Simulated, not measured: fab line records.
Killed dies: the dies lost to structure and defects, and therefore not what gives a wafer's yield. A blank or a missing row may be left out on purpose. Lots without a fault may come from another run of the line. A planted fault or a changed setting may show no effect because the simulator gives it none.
Which of the tools did it? / flow sky130 / 36 wafers from 12 lots sampled at 5 of the route's 708 steps

== WHAT THE GAUGES SHOWED, per wafer ==
The record holds no reading of a measuring or inspecting step that can be judged against a usual standard deviation.

== WHICH TOOL RAN EACH LOT (tool, then ch and the chambers of the sampled wafers, then the start) ==
lot=L727; SKY_RES_XHIGH_STRIP_08=plasma_asher-01 ch 0,1, day 27 00:50; SKY_VIA4_CVD_18=cvd_w-01 ch 0,1, day 43 01:38; SKY_PASSIVATION_CVD_00=pecvd-04 ch 0,1,2, day 44 02:03; SKY_PAD_OPEN_STRIP_08=plasma_asher-01 ch 0,1, day 45 21:38; SKY_PAD_OPEN_PROBE_99=-
lot=L728; SKY_RES_XHIGH_STRIP_08=plasma_asher-01 ch 0,1, day 27 15:46; SKY_VIA4_CVD_18=cvd_w-01 ch 0,1, day 43 12:36; SKY_PASSIVATION_CVD_00=pecvd-01 ch 0,1, day 44 12:02; SKY_PAD_OPEN_STRIP_08=plasma_asher-03 ch 0,1, day 46 06:53; SKY_PAD_OPEN_PROBE_99=-
lot=L729; SKY_RES_XHIGH_STRIP_08=plasma_asher-03 ch 0,1, day 27 17:10; SKY_VIA4_CVD_18=cvd_w-01 ch 0,1, day 43 16:21; SKY_PASSIVATION_CVD_00=pecvd-04 ch 0,1,2, day 44 16:07; SKY_PAD_OPEN_STRIP_08=plasma_asher-02 ch 0,1, day 46 10:07; SKY_PAD_OPEN_PROBE_99=-
lot=L730; SKY_RES_XHIGH_STRIP_08=plasma_asher-03 ch 0,1, day 27 18:07; SKY_VIA4_CVD_18=cvd_w-01 ch 0,1, day 43 17:46; SKY_PASSIVATION_CVD_00=pecvd-01 ch 0,1,2, day 44 18:00; SKY_PAD_OPEN_STRIP_08=plasma_asher-03 ch 0,1, day 46 12:37; SKY_PAD_OPEN_PROBE_99=-
lot=L731; SKY_RES_XHIGH_STRIP_08=plasma_asher-03 ch 0,1, day 28 05:55; SKY_VIA4_CVD_18=cvd_w-01 ch 0,1, day 44 00:34; SKY_PASSIVATION_CVD_00=pecvd-04 ch 0,1,2, day 45 00:46; SKY_PAD_OPEN_STRIP_08=plasma_asher-02 ch 0,1, day 46 19:10; SKY_PAD_OPEN_PROBE_99=-
lot=L734; SKY_RES_XHIGH_STRIP_08=plasma_asher-04 ch 1, day 29 16:44; SKY_VIA4_CVD_18=cvd_w-02 ch 0,1, day 45 06:35; SKY_PASSIVATION_CVD_00=pecvd-01 ch 0,1,2, day 46 05:35; SKY_PAD_OPEN_STRIP_08=plasma_asher-01 ch 0,1, day 47 22:28; SKY_PAD_OPEN_PROBE_99=-
lot=L735; SKY_RES_XHIGH_STRIP_08=plasma_asher-04 ch 0,1, day 29 23:20; SKY_VIA4_CVD_18=cvd_w-01 ch 0,1, day 45 12:55; SKY_PASSIVATION_CVD_00=pecvd-01 ch 0,1,2, day 46 11:47; SKY_PAD_OPEN_STRIP_08=plasma_asher-02 ch 0,1, day 48 03:34; SKY_PAD_OPEN_PROBE_99=-
lot=L737; SKY_RES_XHIGH_STRIP_08=plasma_asher-01 ch 1, day 30 11:38; SKY_VIA4_CVD_18=cvd_w-01 ch 0,1, day 45 21:24; SKY_PASSIVATION_CVD_00=pecvd-04 ch 0,1,2, day 46 19:14; SKY_PAD_OPEN_STRIP_08=plasma_asher-02 ch 0,1, day 48 11:02; SKY_PAD_OPEN_PROBE_99=-
lot=L738; SKY_RES_XHIGH_STRIP_08=plasma_asher-03 ch 0,1, day 30 16:26; SKY_VIA4_CVD_18=cvd_w-02 ch 0,1, day 45 21:32; SKY_PASSIVATION_CVD_00=pecvd-01 ch 1,2, day 46 19:31; SKY_PAD_OPEN_STRIP_08=plasma_asher-03 ch 0,1, day 48 11:23; SKY_PAD_OPEN_PROBE_99=-
lot=L747; SKY_RES_XHIGH_STRIP_08=plasma_asher-03 ch 1, day 33 11:26; SKY_VIA4_CVD_18=cvd_w-01 ch 0,1, day 48 03:24; SKY_PASSIVATION_CVD_00=pecvd-01 ch 1,2, day 48 23:37; SKY_PAD_OPEN_STRIP_08=plasma_asher-03 ch 0,1, day 50 08:59; SKY_PAD_OPEN_PROBE_99=prober-02, day 50 11:17
lot=L748; SKY_RES_XHIGH_STRIP_08=plasma_asher-03 ch 0,1, day 34 08:59; SKY_VIA4_CVD_18=cvd_w-01 ch 0,1, day 48 16:12; SKY_PASSIVATION_CVD_00=pecvd-04 ch 0,2, day 49 11:53; SKY_PAD_OPEN_STRIP_08=plasma_asher-01 ch 0,1, day 50 20:52; SKY_PAD_OPEN_PROBE_99=prober-01, day 50 23:05
lot=L749; SKY_RES_XHIGH_STRIP_08=plasma_asher-01 ch 0,1, day 34 09:05; SKY_VIA4_CVD_18=cvd_w-02 ch 0,1, day 48 18:03; SKY_PASSIVATION_CVD_00=pecvd-02 ch 0,1, day 49 13:19; SKY_PAD_OPEN_STRIP_08=plasma_asher-01 ch 0,1, day 50 22:14; SKY_PAD_OPEN_PROBE_99=-
- SKY_RES_XHIGH_STRIP_08: strips in O2/N2.
- SKY_VIA4_CVD_18: deposits W, target thk 505 nm, time 152.14 s.
- SKY_PASSIVATION_CVD_00: deposits SiO2, target thk 90 nm.
- SKY_PAD_OPEN_STRIP_08: strips in O2/N2.
- SKY_PAD_OPEN_PROBE_99

== AS READ BY THE TOOLS THEMSELVES (means over the sampled wafers that have a number; for cases with no such wafer, the mark the record gives instead) ==
SKY_RES_XHIGH_STRIP_08. Usual: chamber_pressure_mTorr 1499.8 mTorr, standard deviation 1.4; drypump_motor_current_A 5.7 A, standard deviation 0.33; oes_product_au 0.711 a.u., standard deviation 0.0046; strip_time_to_endpoint_s 14.25 s, standard deviation 0.034.
lot=L727; tool=plasma_asher-01; chamber_pressure_mTorr (mTorr)=1499.7; drypump_motor_current_A (A)=6.1; oes_product_au (a.u.)=0.711; strip_time_to_endpoint_s (s)=14.24; flag=
lot=L728; tool=plasma_asher-01; chamber_pressure_mTorr (mTorr)=1499.7; drypump_motor_current_A (A)=6.1; oes_product_au (a.u.)=0.711; strip_time_to_endpoint_s (s)=14.27; flag=
lot=L729; tool=plasma_asher-03; chamber_pressure_mTorr (mTorr)=1500.4; drypump_motor_current_A (A)=5.6; oes_product_au (a.u.)=0.709; strip_time_to_endpoint_s (s)=14.25; flag=
lot=L730; tool=plasma_asher-03; chamber_pressure_mTorr (mTorr)=1498.9; drypump_motor_current_A (A)=5.6; oes_product_au (a.u.)=0.707; strip_time_to_endpoint_s (s)=14.24; flag=
lot=L731; tool=plasma_asher-03; chamber_pressure_mTorr (mTorr)=1498.4; drypump_motor_current_A (A)=5.5; oes_product_au (a.u.)=0.715; strip_time_to_endpoint_s (s)=14.28; flag=
lot=L734; tool=plasma_asher-04; chamber_pressure_mTorr (mTorr)=1498.6; drypump_motor_current_A (A)=5.1; oes_product_au (a.u.)=0.712; strip_time_to_endpoint_s (s)=14.24; flag=
lot=L735; tool=plasma_asher-04; chamber_pressure_mTorr (mTorr)=1500.5; drypump_motor_current_A (A)=5.4; oes_product_au (a.u.)=0.714; strip_time_to_endpoint_s (s)=14.22; flag=
lot=L737; tool=plasma_asher-01; chamber_pressure_mTorr (mTorr)=1500.0; drypump_motor_current_A (A)=5.9; oes_product_au (a.u.)=0.715; strip_time_to_endpoint_s (s)=14.25; flag=
lot=L738; tool=plasma_asher-03; chamber_pressure_mTorr (mTorr)=1499.8; drypump_motor_current_A (A)=5.5; oes_product_au (a.u.)=0.714; strip_time_to_endpoint_s (s)=14.25; flag=
lot=L747; tool=plasma_asher-03; chamber_pressure_mTorr (mTorr)=1498.8; drypump_motor_current_A (A)=5.6; oes_product_au (a.u.)=0.715; strip_time_to_endpoint_s (s)=14.25; flag=
lot=L748; tool=plasma_asher-03; chamber_pressure_mTorr (mTorr)=1500.1; drypump_motor_current_A (A)=5.5; oes_product_au (a.u.)=0.712; strip_time_to_endpoint_s (s)=14.28; flag=
lot=L749; tool=plasma_asher-01; chamber_pressure_mTorr (mTorr)=1500.0; drypump_motor_current_A (A)=6.1; oes_product_au (a.u.)=0.710; strip_time_to_endpoint_s (s)=14.31; flag=

SKY_VIA4_CVD_18. Usual: heater_power_w 875 W, standard deviation 97.
lot=L727; tool=cvd_w-01; heater_power_w (W)=792; flag=
lot=L728; tool=cvd_w-01; heater_power_w (W)=846; flag=
lot=L729; tool=cvd_w-01; heater_power_w (W)=846; flag=
lot=L730; tool=cvd_w-01; heater_power_w (W)=855; flag=
lot=L731; tool=cvd_w-01; heater_power_w (W)=838; flag=
lot=L734; tool=cvd_w-02; heater_power_w (W)=944; flag=
lot=L735; tool=cvd_w-01; heater_power_w (W)=804; flag=
lot=L737; tool=cvd_w-01; heater_power_w (W)=794; flag=
lot=L738; tool=cvd_w-02; heater_power_w (W)=992; flag=
lot=L747; tool=cvd_w-01; heater_power_w (W)=848; flag=
lot=L748; tool=cvd_w-01; heater_power_w (W)=807; flag=
lot=L749; tool=cvd_w-02; heater_power_w (W)=939; flag=

SKY_PASSIVATION_CVD_00. Usual: heater_power_w 657 W, standard deviation 90.
lot=L727; tool=pecvd-04; heater_power_w (W)=618; flag=
lot=L728; tool=pecvd-01; heater_power_w (W)=653; flag=
lot=L729; tool=pecvd-04; heater_power_w (W)=622; flag=
lot=L730; tool=pecvd-01; heater_power_w (W)=662; flag=
lot=L731; tool=pecvd-04; heater_power_w (W)=623; flag=
lot=L734; tool=pecvd-01; heater_power_w (W)=705; flag=
lot=L735; tool=pecvd-01; heater_power_w (W)=702; flag=
lot=L737; tool=pecvd-04; heater_power_w (W)=612; flag=
lot=L738; tool=pecvd-01; heater_power_w (W)=761; flag=
lot=L747; tool=pecvd-01; heater_power_w (W)=714; flag=
lot=L748; tool=pecvd-04; heater_power_w (W)=623; flag=
lot=L749; tool=pecvd-02; heater_power_w (W)=555; flag=

SKY_PAD_OPEN_STRIP_08. Usual: chamber_pressure_mTorr 1499.8 mTorr, standard deviation 1.3; drypump_motor_current_A 5.82 A, standard deviation 0.24; oes_product_au 0.663 a.u., standard deviation 0.0046; strip_time_to_endpoint_s 37.14 s, standard deviation 0.12.
lot=L727; tool=plasma_asher-01; chamber_pressure_mTorr (mTorr)=1499.3; drypump_motor_current_A (A)=6.00; oes_product_au (a.u.)=0.662; strip_time_to_endpoint_s (s)=37.18; flag=
lot=L728; tool=plasma_asher-03; chamber_pressure_mTorr (mTorr)=1499.3; drypump_motor_current_A (A)=5.55; oes_product_au (a.u.)=0.664; strip_time_to_endpoint_s (s)=36.88; flag=
lot=L729; tool=plasma_asher-02; chamber_pressure_mTorr (mTorr)=1499.8; drypump_motor_current_A (A)=5.91; oes_product_au (a.u.)=0.663; strip_time_to_endpoint_s (s)=37.08; flag=
lot=L730; tool=plasma_asher-03; chamber_pressure_mTorr (mTorr)=1500.8; drypump_motor_current_A (A)=5.52; oes_product_au (a.u.)=0.663; strip_time_to_endpoint_s (s)=37.10; flag=
lot=L731; tool=plasma_asher-02; chamber_pressure_mTorr (mTorr)=1501.2; drypump_motor_current_A (A)=5.82; oes_product_au (a.u.)=0.665; strip_time_to_endpoint_s (s)=37.28; flag=
lot=L734; tool=plasma_asher-01; chamber_pressure_mTorr (mTorr)=1499.7; drypump_motor_current_A (A)=6.11; oes_product_au (a.u.)=0.664; strip_time_to_endpoint_s (s)=37.22; flag=
lot=L735; tool=plasma_asher-02; chamber_pressure_mTorr (mTorr)=1499.2; drypump_motor_current_A (A)=5.83; oes_product_au (a.u.)=0.663; strip_time_to_endpoint_s (s)=37.07; flag=
lot=L737; tool=plasma_asher-02; chamber_pressure_mTorr (mTorr)=1499.4; drypump_motor_current_A (A)=5.91; oes_product_au (a.u.)=0.657; strip_time_to_endpoint_s (s)=37.15; flag=
lot=L738; tool=plasma_asher-03; chamber_pressure_mTorr (mTorr)=1499.4; drypump_motor_current_A (A)=5.50; oes_product_au (a.u.)=0.663; strip_time_to_endpoint_s (s)=37.05; flag=
lot=L747; tool=plasma_asher-03; chamber_pressure_mTorr (mTorr)=1500.8; drypump_motor_current_A (A)=5.53; oes_product_au (a.u.)=0.667; strip_time_to_endpoint_s (s)=36.92; flag=
lot=L748; tool=plasma_asher-01; chamber_pressure_mTorr (mTorr)=1500.0; drypump_motor_current_A (A)=6.01; oes_product_au (a.u.)=0.664; strip_time_to_endpoint_s (s)=36.99; flag=
lot=L749; tool=plasma_asher-01; chamber_pressure_mTorr (mTorr)=1501.0; drypump_motor_current_A (A)=6.00; oes_product_au (a.u.)=0.660; strip_time_to_endpoint_s (s)=37.11; flag=

SKY_PAD_OPEN_PROBE_99. Usual: killed_at_M0_to_M3 43, standard deviation 6.6; killed_at_M4_up 2.9, standard deviation 1.8; killed_at_contacts 25, standard deviation 5.3; killed_at_front_end 15, standard deviation 4.1; killed_at_other 0.3, standard deviation 0.6; killed_dies 86, standard deviation 8.8; killed_open 47, standard deviation 6.7; killed_short 39, standard deviation 6.2.
lot=L747 tool=prober-02 killed_at_M0_to_M3=36 killed_at_M4_up=3.3 killed_at_contacts=26 killed_at_front_end=14 killed_at_other=45.3 killed_dies=125 killed_open=41 killed_short=39 flag=OFF
lot=L748 tool=prober-01 killed_at_M0_to_M3=42 killed_at_M4_up=2.7 killed_at_contacts=23 killed_at_front_end=17 killed_at_other=51.0 killed_dies=136 killed_open=49 killed_short=36 flag=OFF

== THE ANSWER, worked out from the rows above alone ==
Rule: take the mean of a lot's wafers that have a number; if it is more than 3 standard deviations from the usual mean, the lot is off. A lot without any number at a reading at which 4 lots or more have one is off too. The other lots that the step has rows for count as sound. First the gauges in route order, then the tools' own readings, where a lot's mean is used as printed above. At the first step where some lot is off, the reading lying furthest off is the one used; lots without a number count as furthest.
Off at SKY_PAD_OPEN_PROBE_99 (killed_at_other): L747, L748. Neither off nor sound, because the step has no rows for them: L727, L728, L729, L730, L731, L734, L735, L737, L738, L749.
A tool fits if, at that step or a process step before it, it ran every lot that is off, and no sound lot after the first of them. Undecided on this evidence; 2 tools fit (plasma_asher-03 at SKY_RES_XHIGH_STRIP_08, cvd_w-01 at SKY_VIA4_CVD_18).

== WHAT HAD BEEN PUT IN BY THE SIMULATOR ==
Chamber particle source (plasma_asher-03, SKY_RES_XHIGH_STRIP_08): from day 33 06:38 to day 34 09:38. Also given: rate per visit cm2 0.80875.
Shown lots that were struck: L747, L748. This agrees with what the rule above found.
